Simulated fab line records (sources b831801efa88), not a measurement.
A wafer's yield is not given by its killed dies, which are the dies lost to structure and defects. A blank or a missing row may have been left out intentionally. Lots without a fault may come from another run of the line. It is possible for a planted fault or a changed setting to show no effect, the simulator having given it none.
Matching of chambers -- flow gf180mcu -- cmp-01 running GF_CONTACT_CMP_04: 4 sister chambers
The step polishes SiO2. 18 wafers are shown with their chamber, then 9 later ones without.

== WAFERS WITH THEIR CHAMBER ==
wafer,chamber,time-to-endpoint-s (s),motor-current-A (A),edge-zone-pressure-frac
L472.1,0,96,12.5,0.996
L472.2,3,100,12.5,1.004
L472.3,2,106,12.0,0.998
L473.1,0,98,12.1,1.002
L473.2,2,103,11.6,1.015
L473.4,1,108,12.3,1.006
L474.2,3,97,12.3,0.995
L474.4,2,109,11.8,0.997
L474.6,0,97,12.6,1.007
L475.1,1,105,12.4,0.996
L475.3,3,109,12.1,0.993
L475.4,0,111,12.2,0.999
L477.1,2,106,12.4,1.000
L477.5,3,109,12.7,1.004
L477.6,2,106,11.9,1.006
L479.2,0,97,12.7,1.003
L479.4,3,103,11.5,0.998
L479.5,1,104,11.9,1.001

SIGNATURES (averages over the wafers above)
reading,chamber 0,chamber 1,chamber 2,chamber 3,scatter within a chamber
time-to-endpoint-s,99.80,105.67,106.00,103.60,4.63
motor-current-A,12.420,12.200,11.940,12.220,0.339
edge-zone-pressure-frac,1.00140,1.00100,1.00320,0.99880,0.00564
Rule: a wafer lies at a distance from a chamber equal to the root of the sum of squares, over the readings, of (its reading less the chamber's mean, divided by the reading's scatter). The wafer belongs to the nearest chamber; if the next one is less than 2 further off, it can't be placed. How the scatter is found: for the shown wafers, subtract from each reading the mean of its chamber, square and add these, divide the total by (wafers less chambers), then take the root.

== WAFERS MISSING THEIR CHAMBER ==
wafer,time-to-endpoint-s (s),motor-current-A (A),edge-zone-pressure-frac
L480.2,104,11.8,0.998
L480.4,115,12.5,1.008
L480.5,119,11.8,0.998
L482.2,103,11.9,1.001
L482.4,107,12.7,1.002
L482.6,110,12.5,0.999
L488.3,105,12.0,1.003
L488.4,108,12.7,1.003
L488.6,113,12.0,1.003

== WHICH CHAMBER EACH WENT THROUGH ==
wafer,from the rows above,in truth
L480.2,can't be placed: 2 or 3 or 1 or 0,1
L480.4,can't be placed: 1 or 2 or 3 or 0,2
L480.5,can't be placed: 2 or 1 or 3 or 0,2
L482.2,can't be placed: 2 or 3 or 1 or 0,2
L482.4,can't be placed: 1 or 3 or 0 or 2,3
L482.6,can't be placed: 1 or 3 or 2 or 0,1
L488.3,can't be placed: 2 or 1 or 3 or 0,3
L488.4,can't be placed: 1 or 3 or 0 or 2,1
L488.6,can't be placed: 2 or 1 or 3 or 0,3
Correctly placed: 0 of 9. Can't be placed from these rows: 9 (the true chamber is among the candidates in 9). 0 placed wrongly.
